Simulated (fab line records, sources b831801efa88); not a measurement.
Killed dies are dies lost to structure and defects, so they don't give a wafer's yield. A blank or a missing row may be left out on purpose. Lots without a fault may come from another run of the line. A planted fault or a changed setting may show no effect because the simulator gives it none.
Which tool did it? | flow sky130 | 6 lots, 18 wafers sampled, at 1 step of a route of 708

WHAT THE GAUGES READ, wafer by wafer
SKY_METAL2_CD_MEAS_15: target cd 140 nm.
lot  | measured     | on        | cd_nm (nm)
L533 | day 35 09:04 | cd_sem-02 | 141.1 139.5 140.3
L536 | day 36 15:26 | cd_sem-01 | 138.3 137.8 137.0
L547 | day 39 15:39 | cd_sem-02 | 141.7 141.8 141.6
L549 | day 40 10:43 | cd_sem-01 | 142.0 140.5 140.0
L551 | day 41 01:02 | cd_sem-02 | 141.2 138.5 140.0
L554 | day 41 10:29 | cd_sem-01 | 137.7 139.8 140.1

WHICH TOOL RAN EACH LOT (tool, then ch and the chambers of the sampled wafers, then the start)
The record holds no process step before these readings.

THE ANSWER, worked out from the rows above alone
Rule: what is usual is taken from the lots themselves. Put in order of their means at a reading, lots are off if they are a third of the lots or fewer, leave a main group of 4 or more, and stand apart from it by a gap of 3 or more times the standard deviation of the main group's means; of several such gaps the widest counts. A main group whose means are all the same, to the digits that the tables above print for the reading, isn't used. A lot without any number at a reading at which 4 lots or more have one is off too. The other lots that the step has rows for count as sound.
No lot is off at any reading shown: from this, nothing can be told.

WHAT THE SIMULATOR HAD PUT IN
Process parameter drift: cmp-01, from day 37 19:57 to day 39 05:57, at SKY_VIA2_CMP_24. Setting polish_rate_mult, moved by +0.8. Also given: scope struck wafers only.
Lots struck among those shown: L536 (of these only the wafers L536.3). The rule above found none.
